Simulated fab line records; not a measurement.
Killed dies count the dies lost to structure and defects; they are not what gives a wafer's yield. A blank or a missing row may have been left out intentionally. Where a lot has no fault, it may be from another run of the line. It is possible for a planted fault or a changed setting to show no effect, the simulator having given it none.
Problem report, 8D (eight disciplines) form, completed by code ; flow gf180mcu ; the parts of the form that need people (team, actions taken, sign-off) are left out

## 1. WHAT WENT WRONG
VT_IMPLANT_4_TW at GF_VT_IMPLANT_TW_MEAS_43 reads a mean of 711 on 2 wafers of 1 lot; wafers without a fault read 691 with a standard deviation of 4.3. That puts it +4.7 standard deviations away from the usual mean.
Seen first at day 12 19:32 on film metro-03, wafer L386.2. The record has a number at this step for 38 wafers belonging to 13 lots. By rule, "out" or "out of limits" means more than 4 standard deviations away from the usual mean. All remaining wafers that have a number are taken as sound.

## 2. WHAT THIS IS AND IS NOT
question;is;is not
which readings at this step;VT_IMPLANT_4_TW;-
which lots;L386;L367, L368, L370, L371, L372, L373, L374, L375, L376, L377, L378, L390
which wafers of those lots;all that have a number;-
read on which gauges;film metro-03;film metro-02, film metro-04
when;from day 12 19:32;"up to then (33 sound wafers); but 3 sound wafers of L390 came after"

## 3. SUSPECTS, AND WHAT RULES EACH OUT
Counting: any tool at a process step up to the reading is kept as a suspect provided that every lot that is out went through it and no sound lot did after the first of them.
- the gauge at GF_VT_IMPLANT_TW_MEAS_43 is ruled out. All the wafers that are out were read on film metro-03, but those of them that GF_VT_IMPLANT_IMPLANT_41 has rows for are out there too, on other tools.
- plasma asher-01 at GF_MVPSD_STRIP_10 (strips in O2/N2): ruled out as a lasting fault. Following L386 (day 9 17:14), the first lot on it that is out, the sound lots L390 were run on it.
- implanter-03 at GF_VT_IMPLANT_IMPLANT_41: kept. It ran the lot that is out, L386 (day 12 19:18), and no sound lot after that; its last sound lot up to then is L378 (day 10 15:48). On those wafers its own readings are out: beam on s, faraday current uA.
Remaining after the count: implanter-03 at GF_VT_IMPLANT_IMPLANT_41.

## 4. THE CAUSE (what the simulator had put in)
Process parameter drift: implanter-03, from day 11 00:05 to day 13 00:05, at GF_VT_IMPLANT_IMPLANT_41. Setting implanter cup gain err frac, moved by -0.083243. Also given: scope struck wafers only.
After counting, this tool was the only one left.

## 5. SEQUENCE OF EFFECTS, ordered by route
One row per reading whose mean, taken over the struck wafers that have a number, lies over 3 standard deviations from the usual. Only readings for which the record gives a usual standard deviation are gone through. hours: the time from each lot's start at the first step in this table that gives one to its start at this step, as a median over the lots. sigmas: the change in usual standard deviations.
hours;step;reading;usual;on struck wafers;change;sigmas
0;GF_VT_IMPLANT_IMPLANT_41;beam on s;10.01 s;11.16;+1.15;+5.8
0;GF_VT_IMPLANT_IMPLANT_41;faraday current uA;5.71;5.12;-0.58;-5.3
0;GF_VT_IMPLANT_TW_MEAS_43;VT_IMPLANT_4_TW;691;711;+20;+4.7
It contains these process steps:
- GF_VT_IMPLANT_IMPLANT_41

## 6. HOW IT WOULD HAVE BEEN CAUGHT EARLIER
In this record the first reading out of limits at a measuring or inspecting step was taken at day 12 19:32, 43 hours after the fault began at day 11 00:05.
Tool's own readings at GF_VT_IMPLANT_IMPLANT_41, beam on s, faraday current uA: out on all struck wafers the step has rows for; an alarm limit on them would have tripped on the first.
The start of GF_VT_IMPLANT_IMPLANT_41 on implanter-03 came by day 12 19:32 for every one of the lots that are out (1). Tool hold at that time: it would have spared none of them.
